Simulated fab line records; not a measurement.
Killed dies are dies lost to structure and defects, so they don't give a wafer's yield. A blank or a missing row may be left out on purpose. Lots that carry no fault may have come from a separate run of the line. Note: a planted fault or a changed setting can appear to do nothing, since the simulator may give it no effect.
Which tool did it?    flow gf180mcu    30 wafers from 10 lots sampled at 6 of the route's 602 steps

## WHAT THE GAUGES SHOWED, per wafer
GF_HV_LDD_OVL_MEAS_47. Usual: HV_LDD_03_OVL typically reads 1.5 nm, with standard deviation 1.4.
lot   measured      on          HV_LDD_03_OVL (nm)  flag
L397  day 13 22:31  overlay-02  -0.9 4.1 0.1        
L398  day 14 07:54  overlay-02  3.6 0.6 2.9         
L401  day 15 01:19  overlay-01  1.3 1.7 0.8         
L402  day 15 08:21  overlay-02  2.2 0.8 -1.3        
L405  day 16 08:31  overlay-02  2.1 2.0 2.7         
L406  day 16 11:36  overlay-02  2.8 1.4 0.4         
L407  day 17 03:40  overlay-01  -0.5 -0.5 0.5       
L408  day 17 07:41  overlay-01  1.6 1.1 1.7         
L409  day 17 15:43  overlay-01  0.4 1.7 0.4         
L416  day 20 01:23  overlay-01  -0.4 0.4 0.1        

GF_V5_RS_MEAS_24: measures by four-point-probe. Usual: V5_W_RS typically reads 0.327 ohm/sq, with standard deviation 0.0052.
lot   measured      on             V5_W_RS (ohm/sq)   flag
L397  day 28 15:46  film-metro-04  0.333 0.323 0.335  
L398  day 29 02:43  film-metro-03  0.329 0.323 0.323  
L401  day 29 21:16  film-metro-04  0.323 0.332 0.329  
L402  day 29 23:08  film-metro-03  0.333 0.318 0.332  
L405  day 30 20:56  film-metro-04  0.333 0.331 0.327  
L406  day 30 21:47  film-metro-03  0.330 0.326 0.322  
L407  day 31 10:43  film-metro-03  0.487 0.481 0.481  OFF
L408  day 31 14:47  film-metro-01  0.330 0.321 0.332  
L409  day 31 21:38  film-metro-04  0.490 0.480 0.485  OFF
L416  day 33 11:55  film-metro-03  0.327 0.326 0.329  

GF_V5_THK_MEAS_25: measures by xrf. Usual: V5_W_THK typically reads 344 nm, with standard deviation 7.2.
lot   measured      on             V5_W_THK (nm)  flag
L397  day 28 15:53  film-metro-04  335 347 332    
L398  day 29 02:49  film-metro-03  339 345 347    
L401  day 29 21:22  film-metro-04  342 335 335    
L402  day 29 23:15  film-metro-03  336 352 337    
L405  day 30 21:01  film-metro-04  337 340 342    
L406  day 30 21:55  film-metro-03  336 341 344    
L407  day 31 10:49  film-metro-03  233 233 236    OFF
L408  day 31 14:55  film-metro-01  349 358 344    
L409  day 31 21:45  film-metro-04  234 237 234    OFF
L416  day 33 12:02  film-metro-03  343 344 343    

## EACH LOT AND THE TOOL THAT RAN IT (in order: tool; ch and the chambers of the sampled wafers; start)
lot   GF_HV_LDD_STRIP_10                    GF_SALICIDE_SPUTTER_02        GF_V5_CVD_23
L397  plasma-asher-03 ch 0,1, day 11 10:41  pvd-sputter-03, day 16 19:32  cvd-w-01 ch 0,1, day 28 15:40
L398  plasma-asher-02 ch 0,1, day 11 19:22  pvd-sputter-02, day 17 07:21  cvd-w-01 ch 0,1, day 29 02:37
L401  plasma-asher-01 ch 0,1, day 12 10:55  pvd-sputter-03, day 18 00:53  cvd-w-01 ch 0,1, day 29 21:09
L402  plasma-asher-02 ch 0,1, day 12 18:20  pvd-sputter-02, day 18 07:47  cvd-w-02 ch 0,1, day 29 23:01
L405  plasma-asher-01 ch 0,1, day 13 15:28  pvd-sputter-03, day 19 11:29  cvd-w-01 ch 0,1, day 30 20:48
L406  plasma-asher-01 ch 0,1, day 13 19:56  pvd-sputter-03, day 19 13:44  cvd-w-01 ch 0,1, day 30 21:41
L407  plasma-asher-01 ch 0,1, day 14 08:49  pvd-sputter-04, day 20 06:59  cvd-w-01 ch 0,1, day 31 10:35
L408  plasma-asher-02 ch 0,1, day 14 12:20  pvd-sputter-02, day 20 12:17  cvd-w-02 ch 0,1, day 31 14:41
L409  plasma-asher-01 ch 0,1, day 14 19:23  pvd-sputter-03, day 20 20:23  cvd-w-01 ch 0,1, day 31 21:30
L416  plasma-asher-02 ch 0,1, day 17 01:29  pvd-sputter-02, day 23 04:44  cvd-w-02 ch 0,1, day 33 11:49
- GF_HV_LDD_STRIP_10: strips in O2/N2.
- GF_SALICIDE_SPUTTER_02: material Co, target thk 10 nm, time 20 s.
- GF_V5_CVD_23: deposits W, target thk 350 nm, time 104.9 s.

## AS READ BY THE TOOLS THEMSELVES (means over the sampled wafers that have a number; for cases with no such wafer, the mark the record gives instead)
GF_HV_LDD_STRIP_10. Usual: drypump-motor-current-A 5.6 A, standard deviation 0.55; heater-power-w 331 W, standard deviation 33; oes-product-au 0.715 a.u., standard deviation 0.0048; strip-time-to-endpoint-s 12.65 s, standard deviation 0.038.
lot   tool             drypump-motor-current-A (A)  heater-power-w (W)  oes-product-au (a.u.)  strip-time-to-endpoint-s (s)  flag
L397  plasma-asher-03  5.7                          343                 0.716                  12.58                         
L398  plasma-asher-02  5.9                          327                 0.715                  12.62                         
L401  plasma-asher-01  5.5                          314                 0.718                  12.65                         
L402  plasma-asher-02  5.5                          317                 0.711                  12.75                         
L405  plasma-asher-01  5.5                          315                 0.718                  12.62                         
L406  plasma-asher-01  5.1                          330                 0.717                  12.65                         
L407  plasma-asher-01  5.1                          332                 0.713                  12.61                         
L408  plasma-asher-02  5.9                          330                 0.719                  12.67                         
L409  plasma-asher-01  5.1                          331                 0.713                  12.66                         
L416  plasma-asher-02  5.9                          330                 0.716                  12.63                         

GF_SALICIDE_SPUTTER_02. Usual: throttle-valve-pct reads 29.4 % (standard deviation 1.1).
lot   tool            throttle-valve-pct (%)  flag
L397  pvd-sputter-03  28.8                    
L398  pvd-sputter-02  30.0                    
L401  pvd-sputter-03  29.1                    
L402  pvd-sputter-02  29.5                    
L405  pvd-sputter-03  29.1                    
L406  pvd-sputter-03  29.8                    
L407  pvd-sputter-04  29.4                    
L408  pvd-sputter-02  29.3                    
L409  pvd-sputter-03  29.9                    
L416  pvd-sputter-02  30.1                    

GF_V5_CVD_23. Usual: chamber-pressure-Torr 39.99 Torr, standard deviation 0.092; heater-power-w 899 W, standard deviation 90.
lot   tool      chamber-pressure-Torr (Torr)  heater-power-w (W)  flag
L397  cvd-w-01  39.97                         868                 
L398  cvd-w-01  39.97                         947                 
L401  cvd-w-01  39.94                         872                 
L402  cvd-w-02  40.03                         907                 
L405  cvd-w-01  40.02                         873                 
L406  cvd-w-01  39.84                         862                 
L407  cvd-w-01  39.96                         863                 
L408  cvd-w-02  40.07                         891                 
L409  cvd-w-01  40.04                         946                 
L416  cvd-w-02  39.98                         905                 

## THE ANSWER, worked out from the rows above alone
Rule: take the mean of a lot's wafers that have a number; if it is more than 3 standard deviations from the usual mean, the lot is off. A lot without any number at a reading at which 4 lots or more have one is off too. Where the step has rows for the other lots, those lots are counted as sound. The gauges are gone through in route order, then the tools' own readings, and for those a lot's mean is taken as printed above. At the first step where some lot is off, the reading lying furthest off is the one used; lots without a number count as furthest.
Off: L407, L409, at GF_V5_RS_MEAS_24 (V5_W_RS).
If a tool, at a process step before that reading, ran all the lots that are off and no sound lot after the first of them, it fits. Gauges at GF_V5_RS_MEAS_24: tried the same way as those tools. Can't be told from this: 2 tools fit, plasma-asher-01 at GF_HV_LDD_STRIP_10, cvd-w-01 at GF_V5_CVD_23.

## WHAT THE SIMULATOR PUT IN
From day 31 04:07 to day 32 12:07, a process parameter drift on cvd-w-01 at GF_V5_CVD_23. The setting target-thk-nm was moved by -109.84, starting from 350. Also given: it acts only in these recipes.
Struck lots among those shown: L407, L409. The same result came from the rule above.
